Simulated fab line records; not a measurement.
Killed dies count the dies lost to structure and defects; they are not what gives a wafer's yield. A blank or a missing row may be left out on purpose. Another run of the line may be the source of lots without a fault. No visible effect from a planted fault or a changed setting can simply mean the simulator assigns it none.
fab line records ; flow sky130
record lots=6; wafers=18; last_day=49
route steps=708 shown SONOS_TUNNEL@158 SONOS_ONO@168 PAD_OPEN@708
lots with no fault: from the same line, run without faults
start_h: the number of hours between the record's first day and the start of the first shown wafer of the lot ; wait_h: how many hours have passed since the lot's step before this one ; " the same as in the row above ; L1.1+2: a single row standing in for several wafers ; - no value, or no start given ; * or withheld: withheld ; < > ~ a bound
route shown NAME@n: a module of which the file shows steps, and the number in the route of the first ; usual: average and standard deviation across the fault-free wafers ; same: alike in all rows ; chamber/n: place in a boat ; sites: readings site by site ; _std_site: standard deviation across them ; _edge_site: mean of outer sites minus mean of inner sites ; radius_mm: how far each site lies from the wafer's centre ; mask NAME#n: copy n ; behind: tool/chamber where the wafer was last shaped ; hold: why the lot was held/for how many hours/how that ended ; device: the transistor (n, p or np) that didn't switch ; end of line: tests of these same wafers at the route's end ; step lacking rows: just its recipe ; killed: not the wafer's yield, but the dies lost to structure and defects at the first sort ; map: dies across one wafer; x = killed, . = not, _ = none there
set.NAME: the run value of the setting; set.NAME@STEP: its run value at that earlier step ; model.NAME: the simulator's own value behind a step, which no gauge read
certain route steps with their lots: each step a table, each wafer a row
services: the hour from which a tool's chamber was out of use, counted from the record's first day as start_h (under 0 if before that day), plus the number of hours and why
## steps
# step SKY_SONOS_TUNNEL_EXPOSE_04
# recipe mask_id=TUNM; na=0.6; source_shape=conventional; sigma_outer=0.6; polarization=unpolarized; target_cd_nm=410; dose_mj=133.3
# step SKY_SONOS_TUNNEL_PEB_05
# recipe temp_c=withheld; time_s=*; resist=NOVOLAK
# step SKY_SONOS_TUNNEL_DEVELOP_06
# recipe resist=NOVOLAK; developer=TMAH; develop_time_s=60; dev_temp_c=23
# step SKY_SONOS_TUNNEL_CD_MEAS_07
# recipe target_cd_nm=410
# usual cd_nm=409.9/2
lot.wafer;tool;chamber;start_h;wait_h;cd_nm
L723.1;cd_sem-02;-;276.49;0.1;409.7
L723.4;cd_sem-02;-;276.49;0.1;410.3
L723.5;cd_sem-02;-;276.49;0.1;408.7
L724.1;cd_sem-01;-;284.84;0.1;409.6
L724.2;cd_sem-01;-;284.84;0.1;410.1
L724.6;cd_sem-01;-;284.84;0.1;410.2
L728.1;cd_sem-01;-;310.25;0.1;412.1
L728.2;cd_sem-01;-;310.25;0.1;412.2
L728.3;cd_sem-01;-;310.25;0.1;412.5
L732.1;cd_sem-02;-;344.59;0.1;406.8
L732.2;cd_sem-02;-;344.59;0.1;406.5
L732.4;cd_sem-02;-;344.59;0.1;406.8
L736.2;cd_sem-02;-;378.77;0.1;411.8
L736.3;cd_sem-02;-;378.77;0.1;411.4
L736.4;cd_sem-02;-;378.77;0.1;413.3
L737.1;cd_sem-01;-;383.70;0.1;410.0
L737.2;cd_sem-01;-;383.70;0.1;411.1
L737.6;cd_sem-01;-;383.70;0.1;410.7
# step SKY_SONOS_TUNNEL_OVL_MEAS_08
# usual SONOS_TUNNEL_OVL=-0.1/1.2
lot.wafer;tool;chamber;start_h;wait_h;SONOS_TUNNEL_OVL[nm]
L723.1;overlay-02;-;276.61;0.1;0.1
L723.4;overlay-02;-;276.61;0.1;-0.3
L723.5;overlay-02;-;276.61;0.1;-0.9
L724.1;overlay-02;-;284.96;0.1;2.6
L724.2;overlay-02;-;284.96;0.1;1.7
L724.6;overlay-02;-;284.96;0.1;2.3
L728.1;overlay-02;-;310.37;0.1;0.5
L728.2;overlay-02;-;310.37;0.1;-0.3
L728.3;overlay-02;-;310.37;0.1;0.0
L732.1;overlay-02;-;344.71;0.1;-0.1
L732.2;overlay-02;-;344.71;0.1;-0.6
L732.4;overlay-02;-;344.71;0.1;1.3
L736.2;overlay-01;-;378.88;0.1;-1.6
L736.3;overlay-01;-;378.88;0.1;-0.5
L736.4;overlay-01;-;378.88;0.1;-1.3
L737.1;overlay-01;-;383.82;0.1;-0.8
L737.2;overlay-01;-;383.82;0.1;-1.0
L737.6;overlay-01;-;383.82;0.1;-0.4
# step SKY_SONOS_TUNNEL_IMPLANT_09
# recipe species=B; energy_kev=20; dose_cm2=1e+12; tilt_deg=withheld
# step SKY_SONOS_TUNNEL_WET_ETCH_10
# recipe chemistry=dHF; target_depth_nm=14; target=SiO2; dilution=100:1; temp_c=25; time_s=280
# step SKY_SONOS_TUNNEL_STRIP_11
# recipe chemistry=SPM; time_s=600; temp_c=130
# step SKY_SONOS_TUNNEL_TW_MEAS_12
# usual SONOS_TUNNEL_TW=197.4/1.4
lot.wafer;tool;chamber;start_h;wait_h;SONOS_TUNNEL_TW
L723.1;film_metro-04;-;277.09;0.0;197.0
L723.4;film_metro-04;-;277.09;0.0;196.5
L723.5;film_metro-04;-;277.09;0.0;197.8
L724.1;film_metro-03;-;285.41;0.0;195.8
L724.2;film_metro-03;-;285.41;0.0;196.2
L724.6;film_metro-03;-;285.41;0.0;196.8
L728.1;film_metro-04;-;310.82;0.0;197.5
L728.2;film_metro-04;-;310.82;0.0;198.5
L728.3;film_metro-04;-;310.82;0.0;198.3
L732.1;film_metro-03;-;345.17;0.0;196.2
L732.2;film_metro-03;-;345.17;0.0;197.2
L732.4;film_metro-03;-;345.17;0.0;196.4
L736.2;film_metro-03;-;379.33;0.0;196.0
L736.3;film_metro-03;-;379.33;0.0;196.0
L736.4;film_metro-03;-;379.33;0.0;196.3
L737.1;film_metro-04;-;384.28;0.0;199.4
L737.2;film_metro-04;-;384.28;0.0;198.7
L737.6;film_metro-04;-;384.28;0.0;198.8
# step SKY_SONOS_TUNNEL_CLEAN_13
# recipe chemistry=dHF; time_s=20; dilution=100:1; dry=ipa_marangoni
# step SKY_SONOS_ONO_OXIDATION_00
# recipe temp_c=800; ambient=O2; idle_temp_c=700; ramp_up_c_per_min=10; ramp_down_c_per_min=3; stabilise_s=600; purge_s=300; target_thk_a=26; ox_time_s=1249
# step SKY_SONOS_ONO_THK_MEAS_01
# recipe reads=SiO2_of_SONOS_ONO_OXIDATION_00
# usual SONOS_ONO_OXIDATION_THK=2.59/0.05
lot.wafer;tool;chamber;start_h;wait_h;SONOS_ONO_OXIDATION_THK[nm]
L723.1;film_metro-04;-;283.35;0.0;2.70
L723.4;film_metro-04;-;283.35;0.0;2.67
L723.5;film_metro-04;-;283.35;0.0;2.65
L724.1;film_metro-04;-;289.99;0.0;2.60
L724.2;film_metro-04;-;289.99;0.0;2.67
L724.6;film_metro-04;-;289.99;0.0;2.61
L728.1;film_metro-04;-;314.48;0.0;2.59
L728.2;film_metro-04;-;314.48;0.0;2.54
L728.3;film_metro-04;-;314.48;0.0;2.66
L732.1;film_metro-04;-;349.10;0.0;2.55
L732.2;film_metro-04;-;349.10;0.0;2.50
L732.4;film_metro-04;-;349.10;0.0;2.55
L736.2;film_metro-02;-;380.75;0.0;2.63
L736.3;film_metro-02;-;380.75;0.0;2.56
L736.4;film_metro-02;-;380.75;0.0;2.53
L737.1;film_metro-04;-;387.26;0.0;2.55
L737.2;film_metro-04;-;387.26;0.0;2.52
L737.6;film_metro-04;-;387.26;0.0;2.54
# step SKY_SONOS_ONO_CVD_02
# recipe material=Si3N4; precursor=DCS/NH3; target_thk_nm=10.5; temp_c=770; time_s=180; pressure_mtorr=250
# usual susceptor_temp_C=770.1/0.33
lot.wafer;tool;chamber;start_h;wait_h;susceptor_temp_C;model.Si3N4_of_SONOS_ONO_CVD_02.thk_nm
L723.1;lpcvd-02;1;283.41;0.1;769.8;10.61
L723.4;lpcvd-02;1;283.41;0.1;770.7;10.43
L723.5;lpcvd-02;1;283.41;0.1;770.6;10.47
L724.1;lpcvd-02;0;290.97;1.0;769.6;10.44
L724.2;lpcvd-02;0;290.97;1.0;769.8;10.34
L724.6;lpcvd-02;0;290.97;1.0;770.1;10.35
L728.1;lpcvd-02;1;314.54;0.1;770.5;10.59
L728.2;lpcvd-02;1;314.54;0.1;769.9;10.59
L728.3;lpcvd-02;1;314.54;0.1;770.0;10.65
L732.1;lpcvd-02;1;353.56;4.4;769.8;10.45
L732.2;lpcvd-02;1;353.56;4.4;770.4;10.49
L732.4;lpcvd-02;1;353.56;4.4;770.0;10.62
L736.2;lpcvd-02;0;381.20;0.4;770.9;19.03
L736.3;lpcvd-02;0;381.20;0.4;770.2;18.95
L736.4;lpcvd-02;0;381.20;0.4;770.4;19.19
L737.1;lpcvd-02;0;387.32;0.1;770.2;19
L737.2;lpcvd-02;0;387.32;0.1;770.6;18.98
L737.6;lpcvd-02;0;387.32;0.1;769.9;18.91
# step SKY_SONOS_ONO_THK_MEAS_03
# recipe reads=Si3N4_of_SONOS_ONO_CVD_02
# usual SONOS_ONO_CVD_02_THK=10.53/0.15
lot.wafer;tool;chamber;start_h;wait_h;SONOS_ONO_CVD_02_THK[nm]
L723.1;film_metro-02;-;284.98;0.0;10.55
L723.4;film_metro-02;-;284.98;0.0;10.40
L723.5;film_metro-02;-;284.98;0.0;10.51
L724.1;film_metro-04;-;292.02;0.0;10.39
L724.2;film_metro-04;-;292.02;0.0;10.34
L724.6;film_metro-04;-;292.02;0.0;10.34
L728.1;film_metro-02;-;315.59;0.0;10.64
L728.2;film_metro-02;-;315.59;0.0;10.56
L728.3;film_metro-02;-;315.59;0.0;10.67
L732.1;film_metro-01;-;354.61;0.0;10.44
L732.2;film_metro-01;-;354.61;0.0;10.57
L732.4;film_metro-01;-;354.61;0.0;10.63
L736.2;film_metro-02;-;382.26;0.0;18.99
L736.3;film_metro-02;-;382.26;0.0;18.92
L736.4;film_metro-02;-;382.26;0.0;19.16
L737.1;film_metro-04;-;388.37;0.0;19.04
L737.2;film_metro-04;-;388.37;0.0;18.96
L737.6;film_metro-04;-;388.37;0.0;18.93
# step SKY_SONOS_ONO_CVD_04
# recipe material=SiO2; precursor=SiH4/N2O; target_thk_nm=5.7199; temp_c=900; pressure_mtorr=380
# step SKY_PAD_OPEN_PROBE_99
# usual killed_at_M0_to_M3=43/6.8; killed_at_M4_up=3.1/1.6; killed_at_contacts=24/5.4; killed_at_front_end=16/4.4; killed_at_other=0.2/0.48; killed_dies=87/8.8; killed_open=48/6.4; killed_short=39/6.2
# same gross_dies=492; killed_at_back_side=0
lot.wafer;tool;chamber;start_h;wait_h;killed_at_M0_to_M3;killed_at_M4_up;killed_at_contacts;killed_at_front_end;killed_at_other;killed_dies;killed_open;killed_short
L732.1;prober-01;-;1149.05;0.1;38;2;26;17;0;83;43;40
L732.2;prober-01;-;1149.10;0.1;46;4;37;7;1;95;50;45
L732.4;prober-01;-;1149.20;0.2;52;5;24;16;0;97;49;48
# killed by level:class
L732.1 LI_CONTACT:geometric_particle:open=12 METAL1:geometric_particle:short=7 CONTACT:geometric_particle:open=7 VIA1:geometric_particle:open=7 CONTACT:geometric_particle:short=5 VIA3:geometric_particle:short=5 FIELD_ISO:geometric_particle:short=4 POLY_GATE:geometric_particle:short=4
L732.2 VIA1:geometric_particle:open=13 CONTACT:geometric_particle:open=11 LI_CONTACT:geometric_particle:open=8 CONTACT:geometric_particle:short=8 LI_CONTACT:geometric_particle:short=7 METAL2:geometric_particle:short=6 VIA3:geometric_particle:open=6 METAL1:geometric_particle:short=5
L732.4 VIA1:geometric_particle:open=11 CONTACT:geometric_particle:open=9 METAL1:geometric_particle:short=7 VIA2:geometric_particle:short=7 VIA2:geometric_particle:open=7 VIA3:geometric_particle:open=6 FIELD_ISO:geometric_particle:short=5 CONTACT:geometric_particle:short=5
## services
tool;chamber;start_h;hours;kind
lpcvd-02;-;345.66;6.1;pm
## key
first_sign step=SKY_SONOS_ONO_THK_MEAS_03; reading=SONOS_ONO_CVD_02_THK; direction=up; sigmas=58; usual=10.53; struck=19.00
effect none on later readings
model_effect step=SKY_SONOS_ONO_CVD_02; value=Si3N4_of_SONOS_ONO_CVD_02.thk_nm; without=10.45; struck=19.01
met_at SKY_SONOS_ONO_CVD_02
struck_wafers L736.2,L736.3,L736.4,L737.1,L737.2,L737.6
tester_left_out L736,L737
onset_between 353.56 381.20
also_fits time
fault kind=process_parameter_drift; tool=lpcvd-02; chamber=-; onset_h=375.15; steps=SKY_SONOS_ONO_CVD_02; channel=target_thk_nm; offset=8.5594; shape=step; end_h=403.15; acts_in=these_recipes_only; stated=10.5
# tester_left_out: of these lots the tester's yield and bins aren't shown, on N5 and GAA mostly nor the transistor test; their killed dies are dies lost to structure and defects alone, not to doping, threshold or leakage, so they don't give the yield
